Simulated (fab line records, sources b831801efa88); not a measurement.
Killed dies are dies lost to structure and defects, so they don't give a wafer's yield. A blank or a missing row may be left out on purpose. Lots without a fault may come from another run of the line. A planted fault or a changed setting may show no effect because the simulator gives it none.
fab line records | flow sky130
record lots=13 wafers=39 last_day=50
route steps=708 shown CONTACT@425 METAL2@488 VIA2@510 PAD_OPEN@708
lots that met no fault: from a run of the same line without faults
start_h: hours from the record's first day to the start of the lot's first wafer shown | wait_h: hours since the lot's step before | " the same as in the row above | L1.1+2: a row that stands for several wafers | - no value, or no start given | * or withheld: withheld | < > ~ a bound
route shown NAME@n: a module of which the file shows steps, and the number in the route of the first | usual: mean/standard deviation of fault-free wafers | same: alike in all rows | chamber/n: place in a boat | sites: the reading at each site | _std_site: their standard deviation | _edge_site: outer sites' mean less inner sites' | radius_mm: how far each site lies from the wafer's centre | mask NAME#n: copy n | behind: the tool/chamber that last shaped the wafer | hold: why the lot was held/for how many hours/how that ended | device: the transistor (n, p or np) that didn't switch | end of line: the same wafers' tests at the end of the route | a step without rows: its recipe alone | killed: dies lost to structure and defects at the first sort, not the wafer's yield | map: a wafer's dies, x killed, . not, _ none there
set.NAME: the setting as run; set.NAME@STEP: as run at that earlier step | model.NAME: the simulator's own value behind a step, which no gauge read
steps of the route over a sample of lots; a table a step, a row a wafer
services: from which hour (start_h, from the record's first day; less than 0 if before it) a tool's chamber was out of use, for how many hours, and why
## steps
# step SKY_CONTACT_STRIP_19
# recipe chemistry=O2/N2 power_w=1400 pressure_mtorr=1500 platen_temp_c=withheld o2_flow_sccm=3000 n2_flow_sccm=300 overash_fraction=0.5
# usual drypump_motor_current_A=5.8/0.34 oes_product_au=0.381/0.0052 strip_time_to_endpoint_s=3.618/0.03
# columns lot.wafer tool chamber start_h wait_h drypump_motor_current_A oes_product_au rf_hours_counter_h strip_time_to_endpoint_s
L688.2 plasma_asher-04 0 751.04 - 5.7 0.375 93 3.669
L688.3 " 1 " " 6.3 0.383 - 3.691
L688.6 " 1 " " 6.4 0.386 - 3.651
L689.3 plasma_asher-01 1 761.83 - 5.4 0.382 - 3.635
L689.5 " 0 " " 5.5 0.378 - 3.587
L689.6 " 1 " " 5.4 0.379 - 3.632
L690.1 plasma_asher-03 0 766.22 - 5.7 0.382 58 3.580
L690.2 " 1 " " 5.8 0.378 58 3.593
L690.4 " 0 " " 5.7 0.384 - 3.593
L691.2 plasma_asher-03 1 769.42 - 5.9 0.375 58 3.672
L691.5 " 0 " " 5.7 0.378 - 3.672
L691.6 " 1 " " 5.8 0.391 - 3.670
L692.4 plasma_asher-01 0 780.07 - 5.5 0.381 - 3.611
L692.5 " 1 " " 5.4 0.377 - 3.618
L692.6 " 0 " " 5.5 0.386 - 3.618
L694.2 plasma_asher-04 0 795.24 - 5.8 0.378 97 3.601
L694.5 " 1 " " 6.3 0.380 - 3.605
L694.6 " 0 " " 5.8 0.386 - 3.656
L695.2 plasma_asher-01 1 801.04 - 5.4 0.365 39 3.552
L695.3 " 1 " " 5.4 0.373 - 3.604
L695.4 " 0 " " 5.5 0.379 - 3.585
L700.2 plasma_asher-01 0 839.47 - 5.5 0.385 44 3.613
L700.5 " 0 " " 5.5 0.381 - 3.579
L700.6 " 1 " " 5.4 0.381 - 3.651
L699.1 plasma_asher-04 1 840.00 - 6.3 0.382 102 3.641
L699.3 " 1 " " 6.3 0.377 - 3.640
L699.6 " 0 " " 5.7 0.391 - 3.638
L701.3 plasma_asher-04 1 845.18 - 6.4 0.381 - 3.617
L701.4 " 0 " " 5.8 0.374 - 3.655
L701.5 " 0 " " 5.7 0.392 - 3.631
L702.1 plasma_asher-04 0 849.32 - 5.8 0.378 103 3.607
L702.3 " 1 " " 6.3 0.387 - 3.613
L702.4 " 0 " " 5.7 0.384 - 3.569
L706.3 plasma_asher-03 1 871.82 - 5.8 0.380 - 3.560
L706.5 " 1 " " 5.8 0.384 - 3.588
L706.6 " 0 " " 5.7 0.379 - 3.563
L710.1 plasma_asher-03 1 895.67 - 5.8 0.377 70 3.600
L710.2 " 0 " " 5.7 0.372 70 3.617
L710.4 " 1 " " 5.8 0.389 - 3.652
# step SKY_METAL2_RS_MEAS_05
# recipe thk_meas_gauge=four-point-probe reads=TiN_of_METAL2_SPUTTER_04+Ti_of_METAL2_SPUTTER_03+AlCu_of_METAL2_SPUTTER_02+TiN_of_METAL2_SPUTTER_01+Ti_of_METAL2_SPUTTER_00
# usual METAL2_ALCU_RS=0.1268/0.0013
# columns lot.wafer tool chamber start_h wait_h METAL2_ALCU_RS[ohm/sq]
L688.2 film_metro-03 - 808.91 0.0 0.1258
L688.3 " - " " 0.1238
L688.6 " - " " 0.1265
L689.3 film_metro-04 - 819.68 0.1 0.1246
L689.5 " - " " 0.1273
L689.6 " - " " 0.1267
L690.1 film_metro-04 - 824.94 0.0 0.1283
L690.2 " - " " 0.1283
L690.4 " - " " 0.1270
L691.2 film_metro-03 - 827.17 0.0 0.1285
L691.5 " - " " 0.1273
L691.6 " - " " 0.1283
L692.4 film_metro-01 - 837.65 0.1 0.1263
L692.5 " - " " 0.1273
L692.6 " - " " 0.1252
L694.2 film_metro-04 - 853.01 0.0 0.1308
L694.5 " - " " 0.1282
L694.6 " - " " 0.1295
L695.2 film_metro-04 - 859.30 0.0 0.1257
L695.3 " - " " 0.1278
L695.4 " - " " 0.1277
L700.2 film_metro-04 - 894.90 0.0 0.1265
L700.5 " - " " 0.1252
L700.6 " - " " 0.1263
L699.1 film_metro-04 - 895.49 0.0 0.1259
L699.3 " - " " 0.1285
L699.6 " - " " 0.1266
L701.3 film_metro-03 - 901.88 0.1 0.1254
L701.4 " - " " 0.1265
L701.5 " - " " 0.1258
L702.1 film_metro-04 - 903.89 0.0 0.1252
L702.3 " - " " 0.1259
L702.4 " - " " 0.1246
L706.3 film_metro-01 - 925.57 0.1 0.1266
L706.5 " - " " 0.1279
L706.6 " - " " 0.1264
L710.1 film_metro-01 - 950.54 0.0 0.1273
L710.2 " - " " 0.1252
L710.4 " - " " 0.1251
# step SKY_VIA2_BOW_MEAS_03
# recipe mode=bow
# usual VIA2_BOW=84/7.1
# columns lot.wafer tool chamber start_h wait_h VIA2_BOW[um]
L688.2 film_metro-02 - 836.80 0.1 80
L688.3 " - " " 82
L688.6 " - " " 78
L689.3 film_metro-04 - 847.76 0.3 76
L689.5 " - " " 73
L689.6 " - " " 77
L690.1 film_metro-04 - 852.40 0.1 83
L690.2 " - " " 86
L690.4 " - " " 82
L691.2 film_metro-01 - 855.21 0.1 78
L691.5 " - " " 79
L691.6 " - " " 87
L692.4 film_metro-01 - 864.91 0.3 89
L692.5 " - " " 83
L692.6 " - " " 92
L694.2 film_metro-02 - 880.89 0.2 86
L694.5 " - " " 86
L694.6 " - " " 100
L695.2 film_metro-04 - 887.21 0.3 86
L695.3 " - " " 82
L695.4 " - " " 82
L700.2 film_metro-04 - 921.20 0.2 92
L700.5 " - " " 81
L700.6 " - " " 74
L699.1 film_metro-02 - 921.63 0.1 82
L699.3 " - " " 71
L699.6 " - " " 75
L701.3 film_metro-01 - 927.63 0.2 94
L701.4 " - " " 89
L701.5 " - " " 89
L702.1 film_metro-02 - 930.06 0.2 81
L702.3 " - " " 93
L702.4 " - " " 83
L706.3 film_metro-01 - 952.07 0.3 86
L706.5 " - " " 81
L706.6 " - " " 79
L710.1 film_metro-04 - 975.97 0.1 82
L710.2 " - " " 73
L710.4 " - " " 89
# step SKY_VIA2_CD_MEAS_12
# recipe target_cd_nm=200
# usual cd_nm=199.6/1.2
# columns lot.wafer tool chamber start_h wait_h cd_nm
L688.2 cd_sem-02 - 862.93 - 199.3
L688.3 " - " " 199.9
L688.6 " - " " 197.7
L689.3 cd_sem-02 - 874.74 - 198.3
L689.5 " - " " 198.3
L689.6 " - " " 199.3
L690.1 cd_sem-01 - 878.30 - 200.5
L690.2 " - " " 199.6
L690.4 " - " " 199.4
L691.2 cd_sem-01 - 881.15 - 197.5
L691.5 " - " " 198.2
L691.6 " - " " 196.5
L692.4 cd_sem-02 - 889.86 - 202.7
L692.5 " - " " 202.3
L692.6 " - " " 201.6
L694.2 cd_sem-01 - 906.05 - 198.6
L694.5 " - " " 198.9
L694.6 " - " " 199.4
L695.2 cd_sem-01 - 912.13 - 200.6
L695.3 " - " " 200.4
L695.4 " - " " 199.0
L700.2 cd_sem-02 - 945.37 - 200.0
L700.5 " - " " 201.3
L700.6 " - " " 199.2
L699.1 cd_sem-01 - 946.11 - 199.0
L699.3 " - " " 200.6
L699.6 " - " " 200.0
L701.3 cd_sem-01 - 951.97 - 200.2
L701.4 " - " " 199.1
L701.5 " - " " 200.6
L702.1 cd_sem-01 - 954.66 - 199.6
L702.3 " - " " 198.7
L702.4 " - " " 200.3
L706.3 cd_sem-02 - 975.77 - 198.8
L706.5 " - " " 200.5
L706.6 " - " " 199.3
L710.1 cd_sem-01 - 999.55 - 199.5
L710.2 " - " " 201.3
L710.4 " - " " 200.9
# step SKY_PAD_OPEN_PROBE_99
# usual killed_at_M0_to_M3=43/6.8 killed_at_M4_up=3.0/1.6 killed_at_contacts=25/6 killed_at_front_end=15/4.4 killed_at_other=0.3/0.52 killed_dies=86/9.6 killed_open=47/6.7 killed_short=39/6.8
# same gross_dies=492 killed_at_back_side=0
# columns lot.wafer tool chamber start_h wait_h killed_at_M0_to_M3 killed_at_M4_up killed_at_contacts killed_at_front_end killed_at_other killed_dies killed_open killed_short
L688.2 prober-02 - 1088.33 0.1 38 0 20 14 0 72 46 26
L688.3 prober-02 - 1088.38 0.2 51 2 32 18 0 103 50 53
L688.6 prober-02 - 1088.53 0.2 36 4 32 13 0 85 45 40
L689.3 prober-01 - 1096.75 0.2 37 2 31 13 1 84 44 39
L689.5 prober-01 - 1096.85 0.2 42 4 27 11 0 84 48 36
L689.6 prober-01 - 1096.90 0.2 44 5 23 17 0 89 46 41
L690.1 prober-02 - 1097.91 0.1 47 2 23 17 0 89 48 41
L690.2 prober-02 - 1097.96 0.1 45 3 15 16 0 79 45 33
L690.4 prober-02 - 1098.06 0.2 29 4 16 15 0 64 29 35
L691.2 prober-01 - 1102.18 0.1 42 3 16 15 0 76 41 35
L691.5 prober-01 - 1102.33 0.2 41 1 10 17 0 69 30 39
L691.6 prober-01 - 1102.38 0.2 44 3 39 17 0 103 54 49
L692.4 prober-02 - 1109.15 0.2 53 2 30 23 0 108 47 61
L692.5 prober-02 - 1109.20 0.2 37 1 32 18 1 89 42 47
L692.6 prober-02 - 1109.25 0.2 51 2 20 27 0 100 53 47
L694.2 prober-01 - 1121.11 0.1 43 6 24 17 1 91 46 45
L694.5 prober-01 - 1121.26 0.2 45 4 14 12 0 75 37 38
L694.6 prober-01 - 1121.31 0.2 60 0 23 9 0 92 38 54
L695.2 prober-01 - 1127.79 0.1 39 2 17 9 0 67 42 25
L695.3 prober-01 - 1127.84 0.2 43 4 26 14 0 87 55 32
L695.4 prober-01 - 1127.89 0.2 29 2 31 18 0 80 39 40
L700.2 prober-01 - 1154.78 0.1 54 3 17 18 0 92 54 38
L700.5 prober-01 - 1154.93 0.2 36 1 25 9 0 71 33 38
L700.6 prober-01 - 1154.98 0.2 43 2 14 10 0 69 40 29
L699.1 prober-02 - 1155.85 0.1 44 2 23 18 0 87 46 41
L699.3 prober-02 - 1155.95 0.2 33 5 22 12 0 72 44 28
L699.6 prober-02 - 1156.10 0.2 40 1 77 8 0 126 41 28
L701.3 prober-01 - 1158.40 0.2 46 5 26 13 0 90 50 38
L701.4 prober-01 - 1158.45 0.2 29 2 82 11 0 124 28 37
L701.5 prober-01 - 1158.50 0.2 44 6 92 10 0 152 47 45
L702.1 prober-02 - 1159.98 0.1 44 4 70 15 0 133 40 35
L702.3 prober-02 - 1160.08 0.2 50 3 26 17 0 96 52 44
L702.4 prober-02 - 1160.13 0.2 27 4 80 13 0 124 30 33
L706.3 prober-02 - 1176.92 0.2 47 3 14 26 2 92 44 46
L706.5 prober-02 - 1177.02 0.2 45 1 24 19 2 91 41 50
L706.6 prober-02 - 1177.07 0.2 52 2 24 9 1 88 43 44
L710.1 prober-02 - 1192.58 0.1 47 1 28 17 1 94 45 49
L710.2 prober-02 - 1192.63 0.1 36 5 24 19 0 84 49 33
L710.4 prober-02 - 1192.73 0.2 62 2 29 21 0 114 62 52
# killed by level:class
L688.2 VIA1:geometric_particle:open=9 VIA3:geometric_particle:open=7 CONTACT:geometric_particle:open=6 FIELD_ISO:geometric_particle:open=5 POLY_GATE:geometric_particle:open=5 LI_CONTACT:geometric_particle:open=5 VIA2:geometric_particle:short=5 METAL1:geometric_particle:short=4
L688.3 LI_CONTACT:geometric_particle:open=10 CONTACT:geometric_particle:open=10 CONTACT:geometric_particle:short=9 METAL1:geometric_particle:short=9 METAL2:geometric_particle:short=9 VIA3:geometric_particle:open=9 FIELD_ISO:geometric_particle:short=8 VIA1:geometric_particle:open=6
L688.6 CONTACT:geometric_particle:open=8 VIA1:geometric_particle:open=8 LI_CONTACT:geometric_particle:open=7 LOCAL_INTERCONNECT:geometric_particle:short=6 CONTACT:geometric_particle:short=6 FIELD_ISO:geometric_particle:short=4 LI_CONTACT:geometric_particle:short=4 METAL1:geometric_particle:short=4
L689.3 CONTACT:geometric_particle:open=10 VIA1:geometric_particle:open=9 LI_CONTACT:geometric_particle:open=7 LOCAL_INTERCONNECT:geometric_particle:short=6 VIA3:geometric_particle:open=5 POLY_GATE:geometric_particle:short=4 VIA1:geometric_particle:short=4 METAL1:geometric_particle:short=4
L689.5 CONTACT:geometric_particle:open=11 VIA1:geometric_particle:open=8 LI_CONTACT:geometric_particle:open=7 METAL2:geometric_particle:short=6 VIA3:geometric_particle:open=6 VIA3:geometric_particle:short=5 VIA1:geometric_particle:short=5 VIA2:geometric_particle:open=5
L689.6 CONTACT:geometric_particle:open=10 METAL2:geometric_particle:short=9 VIA1:geometric_particle:open=8 VIA3:geometric_particle:open=7 VIA1:geometric_particle:short=6 VIA2:geometric_particle:open=6 FIELD_ISO:geometric_particle:open=5 LI_CONTACT:geometric_particle:open=4
L690.1 LI_CONTACT:geometric_particle:open=7 VIA1:geometric_particle:open=7 VIA3:geometric_particle:open=7 VIA2:geometric_particle:open=6 VIA1:geometric_particle:short=6 METAL2:geometric_particle:short=6 POLY_GATE:geometric_particle:open=5 LOCAL_INTERCONNECT:geometric_particle:short=5
L690.2 VIA1:geometric_particle:open=11 CONTACT:geometric_particle:open=8 METAL2:geometric_particle:short=7 VIA3:geometric_particle:open=6 VIA2:geometric_particle:open=5 FIELD_ISO:geometric_particle:open=4 POLY_GATE:geometric_particle:short=4 POLY_GATE:geometric_particle:open=4
L690.4 VIA1:geometric_particle:open=6 CONTACT:geometric_particle:open=6 METAL2:geometric_particle:short=5 POLY_GATE:geometric_particle:short=4 LOCAL_INTERCONNECT:geometric_particle:short=4 METAL1:geometric_particle:short=4 VIA2:geometric_particle:open=4 FIELD_ISO:geometric_particle:short=3
L691.2 VIA1:geometric_particle:open=10 LI_CONTACT:geometric_particle:open=7 VIA3:geometric_particle:open=6 FIELD_ISO:geometric_particle:short=5 VIA2:geometric_particle:open=5 METAL2:geometric_particle:short=5 CONTACT:geometric_particle:open=4 METAL3:geometric_particle:short=4
L691.5 METAL1:geometric_particle:short=8 FIELD_ISO:geometric_particle:short=7 VIA3:geometric_particle:short=7 FIELD_ISO:geometric_particle:open=6 VIA3:geometric_particle:open=6 VIA1:geometric_particle:open=5 CONTACT:geometric_particle:open=4 VIA1:geometric_particle:short=4
L691.6 CONTACT:geometric_particle:open=14 LI_CONTACT:geometric_particle:open=9 VIA2:geometric_particle:open=8 LOCAL_INTERCONNECT:geometric_particle:short=7 VIA1:geometric_particle:open=7 CONTACT:geometric_particle:short=6 VIA3:geometric_particle:open=6 METAL1:geometric_particle:short=6
L692.4 VIA1:geometric_particle:open=13 LOCAL_INTERCONNECT:geometric_particle:short=9 METAL1:geometric_particle:short=8 CONTACT:geometric_particle:open=7 VIA3:geometric_particle:open=7 CONTACT:geometric_particle:short=6 FIELD_ISO:geometric_particle:short=6 POLY_GATE:geometric_particle:short=5
L692.5 CONTACT:geometric_particle:open=11 VIA3:geometric_particle:open=9 POLY_GATE:geometric_particle:short=8 METAL2:geometric_particle:short=8 CONTACT:geometric_particle:short=7 LI_CONTACT:geometric_particle:open=6 VIA1:geometric_particle:open=5 POLY_CUT:geometric_particle:short=4
L692.6 VIA1:geometric_particle:open=14 VIA2:geometric_particle:open=9 POLY_GATE:geometric_particle:open=8 METAL1:geometric_particle:short=8 CONTACT:geometric_particle:open=7 POLY_GATE:geometric_particle:short=6 LOCAL_INTERCONNECT:geometric_particle:short=6 VIA3:geometric_particle:open=5
L694.2 VIA3:geometric_particle:open=10 VIA1:geometric_particle:short=8 CONTACT:geometric_particle:open=8 FIELD_ISO:geometric_particle:short=7 METAL2:geometric_particle:short=6 VIA2:geometric_particle:open=6 CONTACT:geometric_particle:short=5 LOCAL_INTERCONNECT:geometric_particle:open=5
L694.5 VIA1:geometric_particle:open=9 VIA1:geometric_particle:short=8 VIA2:geometric_particle:open=5 METAL2:geometric_particle:short=5 POLY_GATE:geometric_particle:open=4 LI_CONTACT:geometric_particle:short=4 LI_CONTACT:geometric_particle:open=4 METAL3:geometric_particle:short=4
L694.6 VIA1:geometric_particle:open=11 CONTACT:geometric_particle:short=10 METAL1:geometric_particle:short=8 METAL2:geometric_particle:short=8 VIA3:geometric_particle:short=8 VIA1:geometric_particle:short=7 CONTACT:geometric_particle:open=6 VIA3:geometric_particle:open=6
L695.2 VIA1:geometric_particle:open=9 VIA3:geometric_particle:open=8 LI_CONTACT:geometric_particle:open=7 VIA2:geometric_particle:open=7 CONTACT:geometric_particle:short=5 METAL1:geometric_particle:short=5 CONTACT:geometric_particle:open=4 METAL2:geometric_particle:short=3
L695.3 VIA2:geometric_particle:open=12 CONTACT:geometric_particle:open=10 VIA1:geometric_particle:open=10 METAL2:geometric_particle:short=9 LI_CONTACT:geometric_particle:open=7 FIELD_ISO:geometric_particle:open=6 LI_CONTACT:geometric_particle:short=4 METAL1:geometric_particle:short=4
L695.4 CONTACT:geometric_particle:open=12 POLY_GATE:geometric_particle:short=6 LI_CONTACT:geometric_particle:open=6 METAL1:geometric_particle:short=6 LOCAL_INTERCONNECT:geometric_particle:short=5 CONTACT:geometric_particle:short=5 VIA3:geometric_particle:open=5 POLY_GATE:geometric_particle:open=4
L700.2 VIA1:geometric_particle:open=13 VIA2:geometric_particle:open=9 METAL1:geometric_particle:short=7 LI_CONTACT:geometric_particle:open=6 METAL1:geometric_particle:open=5 FIELD_ISO:geometric_particle:open=4 POLY_GATE:geometric_particle:short=4 POLY_GATE:geometric_particle:open=4
L700.5 VIA1:geometric_particle:open=9 LI_CONTACT:geometric_particle:open=8 VIA2:geometric_particle:open=7 LOCAL_INTERCONNECT:geometric_particle:short=6 CONTACT:geometric_particle:short=5 LI_CONTACT:geometric_particle:short=4 VIA1:geometric_particle:short=4 METAL2:geometric_particle:short=4
L700.6 VIA2:geometric_particle:open=9 LI_CONTACT:geometric_particle:open=7 VIA1:geometric_particle:short=7 VIA3:geometric_particle:open=7 VIA1:geometric_particle:open=6 POLY_GATE:geometric_particle:open=3 CONTACT:geometric_particle:short=3 METAL2:geometric_particle:short=3
L699.1 VIA1:geometric_particle:open=12 CONTACT:geometric_particle:open=9 FIELD_ISO:geometric_particle:short=8 METAL1:geometric_particle:short=6 VIA2:geometric_particle:open=5 VIA3:geometric_particle:open=5 LI_CONTACT:geometric_particle:open=4 CONTACT:geometric_particle:short=4
L699.3 CONTACT:geometric_particle:open=9 VIA1:geometric_particle:open=8 VIA2:geometric_particle:open=7 LI_CONTACT:geometric_particle:open=7 VIA2:geometric_particle:short=5 FIELD_ISO:geometric_particle:short=4 VIA3:geometric_particle:open=4 POLY_GATE:geometric_particle:open=4
L699.6 CONTACT:unspecified=57 CONTACT:geometric_particle:open=9 VIA1:geometric_particle:open=9 VIA2:geometric_particle:open=8 METAL2:geometric_particle:short=6 LI_CONTACT:geometric_particle:open=5 VIA3:geometric_particle:open=4 FIELD_ISO:geometric_particle:short=3
L701.3 LI_CONTACT:geometric_particle:open=13 VIA3:geometric_particle:open=10 VIA1:geometric_particle:open=6 METAL1:geometric_particle:short=6 CONTACT:geometric_particle:open=5 METAL3:geometric_particle:short=5 VIA3:geometric_particle:short=5 METAL4:geometric_particle:short=4
L701.4 CONTACT:unspecified=58 CONTACT:geometric_particle:open=12 VIA1:geometric_particle:short=6 LOCAL_INTERCONNECT:geometric_particle:short=5 VIA3:geometric_particle:open=5 CONTACT:geometric_particle:short=4 METAL1:geometric_particle:short=4 POLY_GATE:geometric_particle:short=3
L701.5 CONTACT:unspecified=59 LI_CONTACT:geometric_particle:open=9 CONTACT:geometric_particle:short=8 VIA1:geometric_particle:open=8 VIA2:geometric_particle:open=8 VIA3:geometric_particle:open=8 LOCAL_INTERCONNECT:geometric_particle:short=7 CONTACT:geometric_particle:open=7
L702.1 CONTACT:unspecified=58 VIA1:geometric_particle:open=13 METAL2:geometric_particle:short=7 FIELD_ISO:geometric_particle:open=5 METAL1:geometric_particle:short=5 VIA1:geometric_particle:short=5 VIA3:geometric_particle:open=5 POLY_GATE:geometric_particle:short=3
L702.3 VIA1:geometric_particle:open=11 CONTACT:geometric_particle:open=9 LOCAL_INTERCONNECT:geometric_particle:short=8 POLY_GATE:geometric_particle:open=7 VIA3:geometric_particle:open=7 VIA1:geometric_particle:short=6 VIA2:geometric_particle:open=6 LI_CONTACT:geometric_particle:open=5
L702.4 CONTACT:unspecified=61 LI_CONTACT:geometric_particle:open=6 FIELD_ISO:geometric_particle:short=5 POLY_GATE:geometric_particle:short=5 CONTACT:geometric_particle:open=5 VIA1:geometric_particle:open=5 VIA3:geometric_particle:open=5 LI_CONTACT:geometric_particle:short=4
L706.3 METAL2:geometric_particle:short=13 METAL1:geometric_particle:short=8 VIA1:geometric_particle:open=8 FIELD_ISO:geometric_particle:open=7 CONTACT:geometric_particle:open=7 FIELD_ISO:geometric_particle:short=6 POLY_GATE:geometric_particle:short=6 VIA3:geometric_particle:open=5
L706.5 VIA2:geometric_particle:open=8 METAL2:geometric_particle:short=7 FIELD_ISO:geometric_particle:open=6 LOCAL_INTERCONNECT:geometric_particle:short=6 CONTACT:geometric_particle:open=6 LI_CONTACT:geometric_particle:open=5 VIA1:geometric_particle:open=5 VIA3:geometric_particle:open=5
L706.6 METAL1:geometric_particle:short=10 VIA1:geometric_particle:open=9 CONTACT:geometric_particle:open=8 METAL2:geometric_particle:short=8 LI_CONTACT:geometric_particle:open=6 LOCAL_INTERCONNECT:geometric_particle:short=5 METAL3:geometric_particle:short=5 METAL1:geometric_particle:open=4
L710.1 CONTACT:geometric_particle:open=10 LI_CONTACT:geometric_particle:open=8 VIA1:geometric_particle:short=8 METAL2:geometric_particle:short=8 VIA2:geometric_particle:open=6 METAL1:geometric_particle:short=6 FIELD_ISO:geometric_particle:open=5 VIA1:geometric_particle:open=5
L710.2 VIA1:geometric_particle:open=11 METAL1:geometric_particle:short=10 LI_CONTACT:geometric_particle:open=10 CONTACT:geometric_particle:open=8 FIELD_ISO:geometric_particle:open=5 VIA3:geometric_particle:short=4 POLY_GATE:geometric_particle:open=3 POLY_GATE:geometric_particle:short=3
L710.4 VIA1:geometric_particle:open=17 CONTACT:geometric_particle:open=15 FIELD_ISO:geometric_particle:short=8 VIA3:geometric_particle:open=8 METAL2:geometric_particle:short=7 VIA2:geometric_particle:open=7 VIA1:geometric_particle:short=6 LI_CONTACT:geometric_particle:open=6
## services
# columns tool chamber start_h hours kind
plasma_asher-03 - 847.69 2.6 repair
plasma_asher-01 - 859.76 8.6 pm
## key
first_sign step=SKY_PAD_OPEN_PROBE_99 reading=killed_at_contacts direction=up sigmas=9.3 usual=25 struck=80
effect step=SKY_PAD_OPEN_PROBE_99 reading=killed_dies direction=up sigmas=4.8 usual=86 struck=132
met_at SKY_CONTACT_STRIP_19
struck_lots L699,L701,L702
struck_wafers L699.6,L701.4,L701.5,L702.1,L702.4
tester_left_out L699,L701,L702
not_acting_at SKY_METAL2_RS_MEAS_05,SKY_VIA2_BOW_MEAS_03,SKY_VIA2_CD_MEAS_12
onset_between 795.24 840.00
fault kind=chamber_particle_source tool=plasma_asher-04 chamber=0 onset_h=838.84 steps=SKY_CONTACT_STRIP_19 rate_per_visit_cm2=1.3974 end_h=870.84
# tester_left_out: of these lots the tester's yield and bins aren't shown, on N5 and GAA mostly nor the transistor test; their killed dies are dies lost to structure and defects alone, not to doping, threshold or leakage, so they don't give the yield
